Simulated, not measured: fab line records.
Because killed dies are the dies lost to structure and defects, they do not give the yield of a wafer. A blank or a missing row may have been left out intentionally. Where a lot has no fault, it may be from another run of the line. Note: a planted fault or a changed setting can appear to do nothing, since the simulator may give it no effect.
Chamber matching :: flow sky130 :: SKY_METAL4_ETCH_17 on rie_diel-02 has 4 sister chambers
The step etches SiO2 in C4F8/O2/Ar, stops on TiN, time 3.9 s, target depth 15 nm. 7 wafers are shown with their chamber, then 6 later ones without.

== WAFERS WITH THEIR CHAMBER ==
wafer: L589.6
chamber: 3
oes_product_au (a.u.): 0.760

wafer: L592.5
chamber: 1
oes_product_au (a.u.): 0.746

wafer: L592.6
chamber: 0
oes_product_au (a.u.): 0.760

wafer: L596.2
chamber: 0
oes_product_au (a.u.): 0.754

wafer: L596.6
chamber: 2
oes_product_au (a.u.): 0.762

wafer: L601.1
chamber: 1
oes_product_au (a.u.): 0.743

wafer: L601.2
chamber: 2
oes_product_au (a.u.): 0.750

== WAFERS MISSING THEIR CHAMBER ==
wafer: L601.4
oes_product_au (a.u.): 0.758

wafer: L602.2
oes_product_au (a.u.): 0.745

wafer: L602.6
oes_product_au (a.u.): 0.758

wafer: L605.4
oes_product_au (a.u.): 0.760

wafer: L605.5
oes_product_au (a.u.): 0.753

wafer: L605.6
oes_product_au (a.u.): 0.763

== WHICH CHAMBER EACH ONE RAN IN ==
wafer: L601.4
from the rows above: can't be placed: 0 or 2 or 3
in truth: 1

wafer: L602.2
from the rows above: can't be placed: 1 or 2
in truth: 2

wafer: L602.6
from the rows above: can't be placed: 0 or 2 or 3
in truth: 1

wafer: L605.4
from the rows above: can't be placed: 3 or 0 or 2
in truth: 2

wafer: L605.5
from the rows above: can't be placed: 2 or 0 or 3 or 1
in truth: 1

wafer: L605.6
from the rows above: can't be placed: 3 or 0 or 2
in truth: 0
0 of 6 placed correctly. Unplaceable from these rows: 6, with the true chamber sitting among the candidates in 4. Wrongly placed: 0.
How it was worked out, from the rows above alone: a wafer's distance from a chamber is the root of the sum, over the readings, of the square of ((its reading less the chamber's mean) divided by the reading's scatter). The wafer belongs to the nearest chamber; if the next one is less than 2 further off, it can't be placed. For every chamber, the mean is computed from those of its wafers that are shown. The scatter is the square root of a quotient: the sum, over the shown wafers, of each reading's squared deviation from its chamber's mean, divided by wafers minus chambers.
